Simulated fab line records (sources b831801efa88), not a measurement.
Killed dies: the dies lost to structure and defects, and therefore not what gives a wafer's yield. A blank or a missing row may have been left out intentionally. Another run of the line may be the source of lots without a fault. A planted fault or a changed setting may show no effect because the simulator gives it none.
Code-filled problem report in 8D (eight disciplines) form + flow sky130 + the parts of the form that need people (team, actions taken, sign-off) are left out

== 1. PROBLEM STATEMENT ==
At SKY_PAD_OPEN_PROBE_99, killed at contacts averages 290 over 2 wafers from 2 lots, while fault-free wafers read 24, standard deviation 5.6. That puts it +48 standard deviations away from the usual mean.
The first sign was on wafer L339.2 at day 51 13:04, on prober-01. At this step, 12 wafers from 4 lots have a number in the record. Rule for "out", or "out of limits": more than 4 standard deviations from the usual mean. Any other wafer with a number is counted as sound.

== 2. WHAT THIS IS AND IS NOT ==
| question                    | is                                             | is not                                                                   |
|-----------------------------|------------------------------------------------|--------------------------------------------------------------------------|
| which readings at this step | killed at contacts, killed dies, killed on rim | killed_at_M4_up, killed at front end, killed at other                    |
| which lots                  | L339, L346                                     | L333, L336                                                               |
| which wafers of those lots  | L339.2, L346.3                                 | L339.4, L339.6, L346.4, L346.5                                           |
| read on which tools         | prober-01, prober-02                           | -                                                                        |
| when                        | from day 51 13:04                              | up to then (6 sound wafers); but 4 sound wafers of L339, L346 came after |

== 3. THE SUSPECTS, EACH WITH WHAT RULES IT OUT ==
Counting: a tool at a process step up to the reading stays a suspect if it ran every lot that is out. Sound lots after the first of them don't rule it out here, since some wafers of a struck lot are sound.
- cmp-02 at SKY_LI_CONTACT_CMP_24 (polishes, stops on PSG, t overpolish 20 s, target thk 0 nm): kept. Ran every lot that is out, first one L339 (day 37 04:09); last sound lot up to then L333 (day 30 10:37).
- Within cmp-02 at SKY_LI_CONTACT_CMP_24: the wafers that are out ran in chamber 0; their sound lot-mates ran in chambers 1, 2, 3.
Remaining after the count: cmp-02 at SKY_LI_CONTACT_CMP_24.

== 4. THE CAUSE (what the simulator had put in) ==
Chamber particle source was cmp-02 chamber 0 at SKY_LI_CONTACT_CMP_24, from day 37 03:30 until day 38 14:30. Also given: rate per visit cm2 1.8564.
The count eliminated every tool but this one.

== 5. THE EFFECT CHAIN, in route order ==
Each row: a reading whose mean over the struck wafers that have a number lies more than 3 standard deviations from the usual. Readings are gone through only where the record gives a usual standard deviation; hours: the median, over the lots, of the time from a lot's start at the first step in this table giving one to that lot's start at this step; sigmas: the change measured in usual standard deviations.
| hours | step                  | reading            | usual | on struck wafers | change | sigmas |
|-------|-----------------------|--------------------|-------|------------------|--------|--------|
| 0     | SKY_PAD_OPEN_PROBE_99 | killed at contacts | 24    | 290              | +266   | +48    |
| 0     | SKY_PAD_OPEN_PROBE_99 | killed dies        | 86    | 327              | +241   | +25    |
| 0     | SKY_PAD_OPEN_PROBE_99 | killed on rim      | 17    | 64               | +47    | +12    |
Its process steps:
- SKY_PAD_OPEN_PROBE_99

== 6. HOW IT WOULD HAVE BEEN CAUGHT EARLIER ==
First out-of-limits reading in this record: day 51 13:04, which is 346 hours after fault onset at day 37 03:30.
An alarm limit of 4 standard deviations would not have fired on the tool readings at SKY_LI_CONTACT_CMP_24 for which the record gives a usual standard deviation, since none of them was out on any struck wafer.
Lots out: 2; all had begun SKY_LI_CONTACT_CMP_24 on cmp-02 by day 51 13:04. Tool hold at that time: it would have spared none of them.
